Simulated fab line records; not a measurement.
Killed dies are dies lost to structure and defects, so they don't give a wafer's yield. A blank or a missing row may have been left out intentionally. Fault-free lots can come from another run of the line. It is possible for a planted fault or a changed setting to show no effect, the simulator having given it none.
Which tool was responsible? ; flow gf180mcu ; 36 wafers from 12 lots sampled at 4 of the route's 602 steps

## WHAT EACH GAUGE READ, for each wafer
GF_V4_THK_MEAS_03. Usual: V4_CVD_02_THK gives 853 nm (standard deviation 11).
lot;measured;on;V4_CVD_02_THK (nm);flag
L672;day 23 19:35;film_metro-04;842 856 852;
L673;day 24 06:20;film_metro-01;842 843 851;
L675;day 24 10:11;film_metro-02;850 865 842;
L677;day 25 08:14;film_metro-01;852 849 863;
L678;day 25 16:40;film_metro-01;852 848 861;
L682;day 26 22:10;film_metro-02;838 837 854;
L686;day 28 08:34;film_metro-01;850 875 865;
L687;day 28 16:28;film_metro-01;849 843 864;
L688;day 28 19:16;film_metro-04;840 850 859;
L689;day 28 23:21;film_metro-04;843 874 858;
L691;day 29 17:35;film_metro-01;839 856 851;
L693;day 29 23:01;film_metro-02;852 852 850;

GF_MIM_THK_MEAS_06. Usual: MIM_CVD_05_THK gives 41.9 nm (standard deviation 0.6).
lot;measured;on;MIM_CVD_05_THK (nm);flag
L672;day 24 20:08;film_metro-03;41.5 42.5 42.2;
L673;day 25 06:34;film_metro-01;42.2 40.9 41.4;
L675;day 25 10:11;film_metro-01;41.5 41.4 42.3;
L677;day 26 07:25;film_metro-02;40.7 41.3 41.7;
L678;day 26 15:55;film_metro-03;41.8 41.5 42.3;
L682;day 27 20:13;film_metro-03;42.1 41.7 42.6;
L686;day 29 06:08;film_metro-03;41.1 41.6 41.9;
L687;day 29 14:29;film_metro-01;45.2 44.2 45.6;OFF
L688;day 29 16:35;film_metro-03;44.8 44.6 45.6;OFF
L689;day 29 21:29;film_metro-02;41.5 42.8 42.1;
L691;day 30 14:49;film_metro-02;42.2 42.2 42.2;
L693;day 30 20:10;film_metro-01;41.4 41.8 42.1;

## WHAT TOOL EACH LOT RAN ON (gives the tool, then ch and the chambers of the sampled wafers, and finally the start)
lot;GF_MIM_SPUTTER_03;GF_MIM_CVD_05
L672;pvd_sputter-02, day 24 20:02;pecvd-02 ch 0,1,2, day 24 20:06
L673;pvd_sputter-02, day 25 06:29;pecvd-03 ch 0,1,2, day 25 06:32
L675;pvd_sputter-03, day 25 10:05;pecvd-01 ch 0,1,2, day 25 10:08
L677;pvd_sputter-02, day 26 07:20;pecvd-01 ch 1,2, day 26 07:23
L678;pvd_sputter-02, day 26 15:50;pecvd-01 ch 1,2, day 26 15:53
L682;pvd_sputter-03, day 27 20:07;pecvd-03 ch 0,1, day 27 20:11
L686;pvd_sputter-03, day 29 06:02;pecvd-02 ch 0,1, day 29 06:06
L687;pvd_sputter-04, day 29 14:24;pecvd-01 ch 0,1,2, day 29 14:28
L688;pvd_sputter-04, day 29 16:29;pecvd-01 ch 0,2, day 29 16:33
L689;pvd_sputter-02, day 29 21:23;pecvd-03 ch 0,1,2, day 29 21:27
L691;pvd_sputter-04, day 30 14:44;pecvd-03 ch 0,1,2, day 30 14:47
L693;pvd_sputter-03, day 30 20:04;pecvd-02 ch 0,2, day 30 20:08
- GF_MIM_SPUTTER_03: material Ti, target thk 10 nm, time 6.7 s.
- GF_MIM_CVD_05: deposits Si3N4, target thk 42 nm, time 29.086 s.

## AS READ BY THE TOOLS THEMSELVES (means over the sampled wafers that have a number; for cases with no such wafer, the mark the record gives instead)
GF_MIM_SPUTTER_03. Usual: throttle_valve_pct 30.0 %, standard deviation 1.2.
lot;tool;throttle_valve_pct (%);flag
L672;pvd_sputter-02;30.3;
L673;pvd_sputter-02;29.6;
L675;pvd_sputter-03;30.1;
L677;pvd_sputter-02;29.7;
L678;pvd_sputter-02;29.5;
L682;pvd_sputter-03;30.3;
L686;pvd_sputter-03;30.1;
L687;pvd_sputter-04;30.6;
L688;pvd_sputter-04;29.9;
L689;pvd_sputter-02;29.7;
L691;pvd_sputter-04;29.8;
L693;pvd_sputter-03;30.5;

GF_MIM_CVD_05. Usual: heater_power_w 619 W, standard deviation 56.
lot;tool;heater_power_w (W);flag
L672;pecvd-02;652;
L673;pecvd-03;574;
L675;pecvd-01;627;
L677;pecvd-01;653;
L678;pecvd-01;663;
L682;pecvd-03;540;
L686;pecvd-02;636;
L687;pecvd-01;694;
L688;pecvd-01;594;
L689;pecvd-03;545;
L691;pecvd-03;601;
L693;pecvd-02;617;

## THE ANSWER, worked out from the rows above alone
Rule: a lot counts as off when the mean over its wafers that have a number is more than 3 standard deviations away from the usual mean. Also off: a lot with no number at a reading for which 4 or more lots have one. All remaining lots with rows at the step are treated as sound. First the gauges in route order, then the tools' own readings, where a lot's mean is used as printed above. The first step at which some lot is off is used, and at that step the reading that is off furthest; a lot without a number counts as furthest.
Off: L687, L688, seen at GF_MIM_THK_MEAS_06 (MIM_CVD_05_THK).
If a tool, at a process step before that reading, ran all the lots that are off and no sound lot after the first of them, it fits. Gauges at GF_MIM_THK_MEAS_06: tried the same way as those tools. One candidate fits, namely pecvd-01 at GF_MIM_CVD_05. A fault onset in the window from L678 (day 26 15:53, its last sound lot) to L687 (day 29 14:28, its first lot off) fits.

## WHAT WAS PUT IN BY THE SIMULATOR
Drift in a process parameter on pecvd-01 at GF_MIM_CVD_05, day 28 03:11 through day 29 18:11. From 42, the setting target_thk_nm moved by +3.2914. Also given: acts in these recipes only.
Shown lots that were struck: L687, L688. The same result came from the rule above.
